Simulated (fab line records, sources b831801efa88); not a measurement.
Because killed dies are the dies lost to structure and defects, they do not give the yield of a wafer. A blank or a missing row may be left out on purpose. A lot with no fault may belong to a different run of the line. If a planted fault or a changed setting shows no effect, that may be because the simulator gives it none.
Which of the tools did it? ; flow gf180mcu ; 6 lots, 18 wafers sampled, at 3 steps of a route of 602

## WHAT THE GAUGES READ, wafer by wafer
GF_V2_RS_MEAS_24: a four-point-probe measurement.
lot;measured;on;V2_W_RS (ohm/sq)
L299;day 20 17:58;film-metro-04;0.331 0.330 0.334
L301;day 21 15:56;film-metro-03;0.335 0.336 0.332
L302;day 22 14:56;film-metro-02;0.326 0.322 0.329
L304;day 23 22:40;film-metro-02;0.327 0.328 0.332
L307;day 24 11:49;film-metro-03;0.327 0.325 0.327
L317;day 26 22:43;film-metro-03;0.328 0.329 0.329

## WHICH TOOL RAN EACH LOT (tool, then ch and the chambers of the sampled wafers, then the start)
lot;GF_M2_METAL_ETCH_16;GF_V2_CVD_23
L299;rie-metal-01 ch 0,1, day 19 14:59;cvd-w-01 ch 0,1, day 20 17:50
L301;rie-metal-04 ch 0,1, day 20 13:35;cvd-w-01 ch 0,1, day 21 15:49
L302;rie-metal-02 ch 0,1, day 21 12:46;cvd-w-02 ch 0,1, day 22 14:49
L304;rie-metal-04 ch 0,1, day 22 21:13;cvd-w-02 ch 0,1, day 23 22:32
L307;rie-metal-01 ch 0,1, day 23 10:58;cvd-w-01 ch 0,1, day 24 11:43
L317;rie-metal-04 ch 0,1, day 25 23:59;cvd-w-02 ch 0,1, day 26 22:37
- GF_M2_METAL_ETCH_16: etches the open film in Cl2/BCl3, stops on SiO2, target depth 750.8 nm, time 125.1 s.
- GF_V2_CVD_23: deposits W, target thk 350 nm, time 104.94 s.

## THE ANSWER, worked out from the rows above alone
Rule: the lots themselves supply what counts as usual. Put in order of their means at a reading, lots are off if they are a third of the lots or fewer, leave a main group of 4 or more, and stand apart from it by a gap of 3 or more times the standard deviation of the main group's means; of several such gaps the widest counts. A main group is skipped when, at the precision printed for the reading in the tables above, its means are all equal. Also off: a lot with no number at a reading for which 4 or more lots have one. Where the step has rows for the other lots, those lots are counted as sound.
No lot is off at any reading shown: from this, nothing can be told.

## WHAT THE SIMULATOR PUT IN
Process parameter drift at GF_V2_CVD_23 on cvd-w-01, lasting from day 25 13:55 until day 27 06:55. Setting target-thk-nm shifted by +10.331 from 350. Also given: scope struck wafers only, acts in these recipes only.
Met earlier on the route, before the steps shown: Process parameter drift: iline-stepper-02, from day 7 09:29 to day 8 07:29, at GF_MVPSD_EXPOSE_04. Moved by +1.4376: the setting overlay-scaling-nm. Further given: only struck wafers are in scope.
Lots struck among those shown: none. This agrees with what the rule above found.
